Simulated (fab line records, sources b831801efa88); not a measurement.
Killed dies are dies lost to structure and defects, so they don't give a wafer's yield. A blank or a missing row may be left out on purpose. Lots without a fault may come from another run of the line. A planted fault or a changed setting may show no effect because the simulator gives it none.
One fault seen from 2 desks | flow sky130 | each desk has only its own numbers; what lay behind them comes last

THE METROLOGY DESK
What the gauges read, lot by lot, whatever tool the lot ran on: means of the sampled wafers that have a number. A lot is out of limits, marked OUT, if its mean lies more than 4 standard deviations from the usual mean; the brackets give that distance.
Columns: A = CONTACT_W_RS at SKY_CONTACT_RS_MEAS_25, usual 0.3364 ohm/sq; B = VIA1_BOW at SKY_VIA1_BOW_MEAS_03, usual 79 um
lot  | first seen here | A      | B
L733 | day 31 13:38    | 0.3413 | 79
L735 | day 32 12:54    | 0.3329 | 80
L736 | day 33 04:19    | 0.3379 | 73
L740 | day 34 01:36    | 0.3353 | 71
L741 | day 34 15:14    | 0.3358 | 81
L743 | day 35 00:51    | 0.3380 | 78
L751 | day 38 01:38    | 0.3392 | 84
L753 | day 38 03:54    | 0.3346 | 85
L752 | day 38 04:59    | 0.3346 | 76
L754 | day 38 10:04    | 0.3346 | 77
L755 | day 38 19:54    | 0.3326 | 86
This desk's finding: nothing out of limits on any of the 11 lots.

THE TOOL OWNER'S DESK: rie_metal-02
The tool's own readings at SKY_METAL1_METAL_ETCH_19 (etches the open film in Cl2/BCl3, stops on SiO2, target depth 360 nm, time 78 s): means of the sampled wafers that have a number, for each lot that ran on this tool. A lot is out of limits, marked OUT, if its mean lies more than 4 standard deviations from the usual mean; the brackets give that distance.
Columns: A = drypump_motor_current_A at SKY_METAL1_METAL_ETCH_19, usual 5.6 A; B = oes_product_au at SKY_METAL1_METAL_ETCH_19, usual 0.855 a.u.; C = throttle_valve_pct at SKY_METAL1_METAL_ETCH_19, usual 22.264 %
lot  | first seen here | A   | B                | C
L733 | day 32 17:29    | 5.4 | 0.851            | 22.259
L740 | day 35 04:06    | 5.0 | 0.851            | 22.265
L741 | day 35 16:54    | 5.3 | 0.829 (-4.5) OUT | 22.269
L753 | day 39 05:06    | 5.4 | 0.855            | 22.260
L752 | day 39 06:53    | 5.4 | 0.858            | 22.279
L754 | day 39 11:55    | 5.6 | 0.860            | 22.268
This desk's finding: out of limits on L741; first on L741, day 35 16:54 (oes_product_au at SKY_METAL1_METAL_ETCH_19). In limits: L733, L740, L753, L752, L754.

PUT TOGETHER
The tool owner's desk could have raised an alarm at day 35 16:54, on L741.
The metrology desk saw nothing out of limits.
The metrology desk has L741 on record, within its limits.
Of the lots named, all ran SKY_METAL1_METAL_ETCH_19 on rie_metal-02.

WHAT THE SIMULATOR HAD PUT IN
Process parameter drift: rie_metal-02, from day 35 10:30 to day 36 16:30, at SKY_METAL1_METAL_ETCH_19. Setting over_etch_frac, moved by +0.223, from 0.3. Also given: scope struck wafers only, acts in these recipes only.
Lots struck among those shown: L741.
Hours from the fault's start to each desk's first reading out of limits: the tool owner's desk, 6.
